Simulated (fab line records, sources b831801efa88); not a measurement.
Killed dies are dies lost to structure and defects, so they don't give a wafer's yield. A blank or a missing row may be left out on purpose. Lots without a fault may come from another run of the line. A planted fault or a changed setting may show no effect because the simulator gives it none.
Tool commonality check | flow sky130 | 10 lots, 36 wafers sampled

WHY IT WAS OPENED
At SKY_SPACER_THK_MEAS_01 the reading SPACER_CVD_00_THK is flagged on 2 of 10 lots. Wafers without a fault read 43.3 nm, standard deviation 0.47.
Rule: a lot is flagged when every wafer of it that has a number lies more than 4 standard deviations from that mean, or none has a number. The other lots count as sound.

lot  | measured     | on            | SPACER_CVD_00_THK (nm), wafer by wafer | flag
L777 | day 23 06:03 | film_metro-01 | 42.9 43.6 43.4                         |
L778 | day 24 00:55 | film_metro-02 | 43.2 42.8 43.1                         |
L780 | day 24 17:35 | film_metro-02 | 43.5 43.0 43.3                         |
L782 | day 25 15:07 | film_metro-02 | 43.6 42.8 43.7                         |
L785 | day 26 14:05 | film_metro-02 | 43.2 42.9 43.1                         |
L786 | day 26 22:23 | film_metro-01 | 42.3 42.5 42.2                         |
L787 | day 27 06:52 | film_metro-01 | 43.0 43.2 42.8                         |
L788 | day 27 15:04 | film_metro-04 | 43.0 42.7 43.1                         |
L791 | day 28 04:00 | film_metro-04 | 37.6 37.7 37.7 37.6 37.8 37.7          | FLAGGED
L792 | day 28 10:09 | film_metro-04 | 38.1 38.0 37.8 38.1 38.0 37.8          | FLAGGED
The numbers of the flagged lots are 37.8 nm on average: -5.5 nm against the usual, or -12 standard deviations.

WHICH TOOL RAN EACH LOT
The record holds 2 process steps before the reading, out of a route of 708 steps. In each cell: the tool, then ch and the chambers that the sampled wafers went through, then the start.
lot  | flag    | SKY_LDD_N_STRIP_16                   | SKY_SPACER_CVD_00
L777 |         | plasma_asher-01 ch 0,1, day 18 00:17 | lpcvd-02 ch 1, day 23 04:49
L778 |         | plasma_asher-01 ch 0,1, day 18 19:49 | lpcvd-02 ch 0, day 23 23:42
L780 |         | plasma_asher-01 ch 0,1, day 19 15:27 | lpcvd-02 ch 1, day 24 16:21
L782 |         | plasma_asher-03 ch 0,1, day 20 11:25 | lpcvd-02 ch 1, day 25 13:53
L785 |         | plasma_asher-02 ch 0,1, day 21 13:53 | lpcvd-02 ch 1, day 26 12:52
L786 |         | plasma_asher-02 ch 0,1, day 21 19:25 | lpcvd-02 ch 0, day 26 20:34
L787 |         | plasma_asher-01 ch 0,1, day 22 02:20 | lpcvd-02 ch 0, day 27 05:03
L788 |         | plasma_asher-03 ch 0,1, day 22 15:05 | lpcvd-02 ch 1, day 27 13:51
L791 | FLAGGED | plasma_asher-03 ch 0, day 23 05:52   | lpcvd-02 ch 0, day 28 02:47
L792 | FLAGGED | plasma_asher-01 ch 0,1, day 23 13:18 | lpcvd-02 ch 0, day 28 08:55
What these steps do:
- SKY_LDD_N_STRIP_16: strips in O2/N2.
- SKY_SPACER_CVD_00: deposits Si3N4 from DCS/NH3, target thk 43.1 nm, time 740 s.
- SKY_SPACER_THK_MEAS_01

FLAGGED OVER TOTAL, TOOL BY TOOL (the gauges that took the reading come last)
step                   | tool            | lots run | flagged | share of the flagged lots | sound lots run after its first flagged lot
SKY_LDD_N_STRIP_16     | plasma_asher-01 | 5        | 1       | some                      | 0
SKY_LDD_N_STRIP_16     | plasma_asher-02 | 2        | 0       | none                      | -
SKY_LDD_N_STRIP_16     | plasma_asher-03 | 3        | 1       | some                      | 0
SKY_SPACER_CVD_00      | lpcvd-02        | 10       | 2       | all                       | 0
SKY_SPACER_THK_MEAS_01 | film_metro-01   | 3        | 0       | none                      | -
SKY_SPACER_THK_MEAS_01 | film_metro-02   | 4        | 0       | none                      | -
SKY_SPACER_THK_MEAS_01 | film_metro-04   | 3        | 2       | all                       | 0

WHAT THE TABLE ALLOWS
2 rows of the table ran every flagged lot: lpcvd-02 at SKY_SPACER_CVD_00, film_metro-04 at SKY_SPACER_THK_MEAS_01.
- lpcvd-02 at SKY_SPACER_CVD_00: 2 of its 10 lots flagged. Its last sound lot is L788 (day 27 13:51), its first flagged lot L791 (day 28 02:47): a fault that began between those two fits.
- film_metro-04 at SKY_SPACER_THK_MEAS_01: 2 of its 3 lots flagged. Its last sound lot is L788 (day 27 15:04), its first flagged lot L791 (day 28 04:00): a fault that began between those two fits.
Counting lots can't tell these 2 tools apart, because each fits a fault that began at some hour. More lots, or a look at what each step does to the wafer, might.

WHAT THE SIMULATOR HAD PUT IN
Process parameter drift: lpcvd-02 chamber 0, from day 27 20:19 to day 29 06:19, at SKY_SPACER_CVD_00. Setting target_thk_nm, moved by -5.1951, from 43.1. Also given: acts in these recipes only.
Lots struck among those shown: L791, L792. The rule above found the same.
